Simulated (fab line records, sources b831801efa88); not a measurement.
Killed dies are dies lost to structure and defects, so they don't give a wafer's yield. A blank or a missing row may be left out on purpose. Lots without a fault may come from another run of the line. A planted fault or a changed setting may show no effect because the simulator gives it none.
A struck lot beside a sound one | flow sky130 | 23 steps out of a route of 708
Sound: wafers L503.3, L503.4, L503.6. Struck: wafers L512.4, L512.5, L512.6. The cause comes at the end.
At each step with rows: each side's tool, then ch and its chambers, then its first start. Under that, the readings that differ: sound wafers | struck wafers | difference of the means | sigmas: that difference in standard deviations of wafers without a fault.
alike: readings whose means differ by less than 2 such deviations, and words and numbers that are the same on both sides. not compared: withheld readings, readings that some wafer has no value for, bounds like >300 that may hide the same value, and numbers for which the record gives no deviation and whose values overlap.
The two part at a step that has a row with sigmas, a row that says differs or no value, or rows on one side only. Numbers that don't overlap but have no deviation are shown without sigmas and don't part them. A reading that every wafer of one side lacks parts them only if that side has two wafers or more.

first, 8 steps without rows for these wafers: SKY_RES_XHIGH_DEHYDRATE_00 (time 60 s); SKY_RES_XHIGH_HMDS_01 (prime time 60 s); SKY_RES_XHIGH_COAT_02 (resist thk 1140 nm); SKY_RES_XHIGH_SOFTBAKE_03 (time 60 s); SKY_RES_XHIGH_EXPOSE_04 (exposes mask URPM, target cd 1270 nm); SKY_RES_XHIGH_PEB_05; SKY_RES_XHIGH_DEVELOP_06 (develop time 60 s); SKY_RES_XHIGH_IMPLANT_07.
SKY_RES_XHIGH_STRIP_08: strips in O2/N2.
  sound on plasma_asher-04 ch 0,1, day 29 10:58; struck on plasma_asher-04 ch 0,1, day 32 04:05
  alike: chamber_pressure_mTorr, drypump_motor_current_A, o2_flow_sccm, oes_product_au, strip_time_to_endpoint_s
  not compared: rf_hours_counter_h
SKY_RES_XHIGH_TW_MEAS_09:
  sound on film_metro-01, day 29 11:04; struck on film_metro-02, day 32 04:11
  alike: RES_XHIGH_TW
then, 2 steps without rows for these wafers: SKY_SD_N_DEHYDRATE_00 (time 60 s); SKY_SD_N_HMDS_01 (prime time 60 s).
SKY_SD_N_COAT_02: resist thk 1140 nm.
  sound on litho_track-03 ch 0, day 30 00:23; struck on litho_track-03 ch 0, day 32 17:22
  reading                                   | sound          | struck          | difference | sigmas
  model.NOVOLAK_of_SD_N_COAT_02.thk_nm (nm) | 1140 1138 1142 | 634 634.5 633.7 | -506       |
then, 3 steps without rows for these wafers: SKY_SD_N_SOFTBAKE_03 (time 60 s); SKY_SD_N_EXPOSE_04 (exposes mask NSDM, target cd 380 nm); SKY_SD_N_PEB_05.
SKY_SD_N_DEVELOP_06: develop time 60 s.
  sound on litho_track-03 ch 0, day 30 14:47; struck on litho_track-01 ch 0, day 33 07:37
  reading                                   | sound          | struck            | difference | sigmas
  model.NOVOLAK_of_SD_N_COAT_02.thk_nm (nm) | 1140 1137 1141 | 633.6 634.1 633.3 | -505.7     |
SKY_SD_N_CD_MEAS_07: target cd 380 nm.
  sound on cd_sem-01, day 30 14:56; struck on cd_sem-02, day 33 07:45
  reading    | sound             | struck            | difference | sigmas
  cd_nm (nm) | 382.4 380.3 379.6 | 434.5 435.8 434.2 | +54.1      | +19
SKY_SD_N_OVL_MEAS_08:
  sound on overlay-02, day 30 15:01; struck on overlay-01, day 33 07:50
  reading       | sound       | struck         | difference | sigmas
  SD_N_OVL (nm) | 0.1 1.7 2.1 | -1.1 -1.4 -1.5 | -2.6       | -2
then, 2 steps without rows for these wafers: SKY_SD_N_IMPLANT_09; SKY_SD_N_IMPLANT_10.
SKY_SD_N_STRIP_11: strips in O2/N2.
  sound on plasma_asher-02 ch 0,1, day 30 15:23; struck on plasma_asher-02 ch 0,1, day 33 08:11
  reading                      | sound             | struck            | difference | sigmas
  oes_product_au (a.u.)        | 0.522 0.529 0.523 | 0.463 0.466 0.456 | -0.063     | -14
  strip_time_to_endpoint_s (s) | 22.58 22.54 22.59 | 16.78 16.80 16.81 | -5.77      | -99 or more
  alike: chamber_pressure_mTorr, drypump_motor_current_A, o2_flow_sccm
  not compared: rf_hours_counter_h
SKY_SD_N_TW_MEAS_12:
  sound on film_metro-01, day 30 15:28; struck on film_metro-02, day 33 08:17
  alike: SD_N_TW

WHERE THEY PART
First at SKY_SD_N_CD_MEAS_07; last, within this record, at SKY_SD_N_STRIP_11. Later steps at which nothing parts them and some readings are alike: SKY_SD_N_TW_MEAS_12.

WHY: what the simulator had put in
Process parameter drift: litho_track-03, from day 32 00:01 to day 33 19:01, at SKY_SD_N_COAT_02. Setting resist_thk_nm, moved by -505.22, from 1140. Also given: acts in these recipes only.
